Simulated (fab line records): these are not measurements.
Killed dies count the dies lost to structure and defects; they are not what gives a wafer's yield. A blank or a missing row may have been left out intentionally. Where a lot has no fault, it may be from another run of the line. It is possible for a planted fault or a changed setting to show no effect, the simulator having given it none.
A lot that was struck, set against a sound lot -- flow sky130 -- 24 steps out of a route of 708
Sound: the wafers L179.3, L179.4, L179.6. The struck wafers were L191.2, L191.4, L191.6. The cause comes at the end.
Each step with rows lists, per side, the tool, then ch with its chambers, then its first start. Under that, the readings that differ: sound wafers -- struck wafers -- difference of the means -- sigmas: that difference in standard deviations of wafers without a fault.
alike: readings with means less than 2 such deviations apart, plus words and numbers identical on both sides. not compared: withheld readings, readings lacking a value on some wafer, bounds such as >300 that could conceal the same value, and numbers that have no deviation in the record and whose values overlap.
Wherever a step has rows on one side only, a row that says differs or no value, or a row with sigmas, the two part there. When numbers do not overlap yet have no deviation, they are printed without sigmas and do not part them. Lack of a reading on every wafer of one side parts them only where that side has two or more wafers.

first, 6 steps without rows for these wafers: SKY_PWDE_HMDS_01 (prime time 60 s); SKY_PWDE_COAT_02 (resist thk 3000 nm); SKY_PWDE_SOFTBAKE_03; SKY_PWDE_EXPOSE_04 (exposes mask PWDEM, target cd 840 nm); SKY_PWDE_PEB_05; SKY_PWDE_DEVELOP_06 (develop time 60 s).
SKY_PWDE_OVL_MEAS_07:
  sound: overlay-01 at day 5 05:54; struck: overlay-01 at day 7 23:01
  alike: PWDE_OVL
following that, these wafers have no rows for 1 step: SKY_PWDE_IMPLANT_08.
SKY_PWDE_STRIP_09: strips in O2/N2.
  sound on plasmaAsher-04 ch 0,1, day 5 06:07; struck on plasmaAsher-04 ch 0,1, day 7 23:12
  alike: drypumpMotorCurrentA, oesProductAu, stripTimeToEndpointS
  not compared: rfHoursCounterH
SKY_PWDE_TW_MEAS_10:
  sound: filmMetro-04 at day 5 06:11; struck: filmMetro-01 at day 7 23:19
  alike: PWDE_TW
then, 2 steps without rows for these wafers: SKY_NWELL_DEHYDRATE_03 (time 60 s); SKY_NWELL_HMDS_04 (prime time 60 s).
SKY_NWELL_COAT_05: resist thk 3000 nm.
  sound on lithoTrack-03 ch 0, day 5 14:13; struck on lithoTrack-03 ch 0, day 8 08:38
reading,sound,struck,difference,sigmas
model.coat_of_NWELL_COAT_05.thkNm (nm),2994 2988 2993,1221 1225 1222,-1769,
  alike: resistLineTempC
then, 3 steps without rows for these wafers: SKY_NWELL_SOFTBAKE_06; SKY_NWELL_EXPOSE_07 (exposes mask NWM, target cd 840 nm); SKY_NWELL_PEB_08.
SKY_NWELL_DEVELOP_09: develop time 60 s.
  sound on lithoTrack-02 ch 0; struck on lithoTrack-03 ch 0
reading,sound,struck,difference,sigmas
model.coat_of_NWELL_COAT_05.thkNm (nm),2990 2984 2989,1217 1220 1218,-1769,
  alike: resistLineTempC
SKY_NWELL_OVL_MEAS_10:
  sound: overlay-01 at day 6 00:06; struck: overlay-01 at day 8 18:52
  alike: NWELL_00_OVL
then, 3 steps without rows for these wafers: SKY_NWELL_IMPLANT_11; SKY_NWELL_IMPLANT_12; SKY_NWELL_IMPLANT_13.
SKY_NWELL_STRIP_14: strips in O2/N2.
  sound on plasmaAsher-03 ch 0,1, day 6 00:37; struck on plasmaAsher-01 ch 0,1, day 8 19:21
reading,sound,struck,difference,sigmas
stripTimeToEndpointS (s),36.85 36.76 36.84,16.15 16.18 16.16,-20.65,-99 or more
  alike: drypumpMotorCurrentA, oesProductAu
  not compared: rfHoursCounterH
SKY_NWELL_TW_MEAS_15:
  sound: filmMetro-01 at day 6 00:41; struck: filmMetro-04 at day 8 19:28
  alike: NWELL_TW
-- the record jumps here: 41 days lie between the struck wafers' starts before and after (it left off in module NWELL and takes up again in module PAD_OPEN, whose first step shown is number 708 of the route) --
SKY_PAD_OPEN_PROBE_99:
  sound: prober-01 at day 47 00:30; struck: prober-02 at day 49 17:57
reading,sound,struck,difference,sigmas
model.etest.pfet_16v.rOnOhmUm,1.544e+04 1.477e+04 1.508e+04,1.593e+04 1.593e+04 1.58e+04,+7.900e+02,
model.etest.nfet_16v.rOnOhmUm,1.396e+04 1.387e+04 1.387e+04,1.321e+04 1.316e+04 1.328e+04,-6.833e+02,
model.etest.resNwell.lineOhmUm,1194 1133 1149,954.2 960.6 942.2,-206.3,
model.etest.resNwell.widthNm (nm),838.3 834 843.4,980 980.3 987.6,+144,
model.etest.resIsoPwell.widthNm (nm),2637 2646 2655,2570 2569 2568,-77,
model.etest.pfet_16v.driveUaUm,238.7 248.5 241.3,223.6 223.2 223.1,-19.5,
model.etest.isoNwellNwell.leakLog10AUm,-13.94 -13.92 -13.74,-13.08 -13.15 -13.12,+0.75,
  alike: killed_at_M0_to_M3, killed_at_M4_up, killedAtContacts, killedAtFrontEnd, killedAtOther, killedDies, killedOpen, killedShort
  not compared: model.etest.nfet_16v.driveUaUm

## WHERE THEY PART
Within this record, at SKY_NWELL_STRIP_14 only. Later steps at which nothing parts them and some readings are alike: SKY_NWELL_TW_MEAS_15, SKY_PAD_OPEN_PROBE_99.

WHY: whatever the simulator had introduced
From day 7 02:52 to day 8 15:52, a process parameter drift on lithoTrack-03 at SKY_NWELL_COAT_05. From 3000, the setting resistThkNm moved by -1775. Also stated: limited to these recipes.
